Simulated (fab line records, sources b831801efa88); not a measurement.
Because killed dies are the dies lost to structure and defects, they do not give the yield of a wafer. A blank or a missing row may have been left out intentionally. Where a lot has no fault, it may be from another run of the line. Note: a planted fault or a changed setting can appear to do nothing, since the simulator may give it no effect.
What tool caused it? | flow gf180mcu | 18 wafers sampled from 6 lots at 1 step of a route of 602

WHAT THE GAUGES SHOWED, per wafer
GF_V1_CD_MEAS_14 targets a cd of 260 nm.
lot  | measured     | on        | cd-nm (nm)
L456 | day 18 23:31 | cd-sem-01 | 259.7 259.5 260.6
L459 | day 19 19:05 | cd-sem-01 | 259.6 259.6 259.9
L461 | day 20 14:19 | cd-sem-02 | 259.7 260.5 260.8
L467 | day 22 13:41 | cd-sem-01 | 258.1 258.7 259.0
L472 | day 24 08:34 | cd-sem-01 | 260.9 260.2 259.1
L476 | day 25 10:55 | cd-sem-02 | 261.9 262.8 260.5

WHAT TOOL EACH LOT RAN ON (gives the tool, then ch and the chambers of the sampled wafers, and finally the start)
Before these readings, the record contains no process step.

THE ANSWER, worked out from the rows above alone
Rule: usual is defined by the lots themselves. Put in order of their means at a reading, lots are off if they are a third of the lots or fewer, leave a main group of 4 or more, and stand apart from it by a gap of 3 or more times the standard deviation of the main group's means; of several such gaps the widest counts. Not used: any main group whose means are identical at the precision the tables above print for the reading. Also off: a lot with no number at a reading for which 4 or more lots have one. Where the step has rows for the other lots, those lots are counted as sound.
No lot is off on any of the readings shown, so nothing can be concluded from this.

WHAT THE SIMULATOR HAD INSERTED
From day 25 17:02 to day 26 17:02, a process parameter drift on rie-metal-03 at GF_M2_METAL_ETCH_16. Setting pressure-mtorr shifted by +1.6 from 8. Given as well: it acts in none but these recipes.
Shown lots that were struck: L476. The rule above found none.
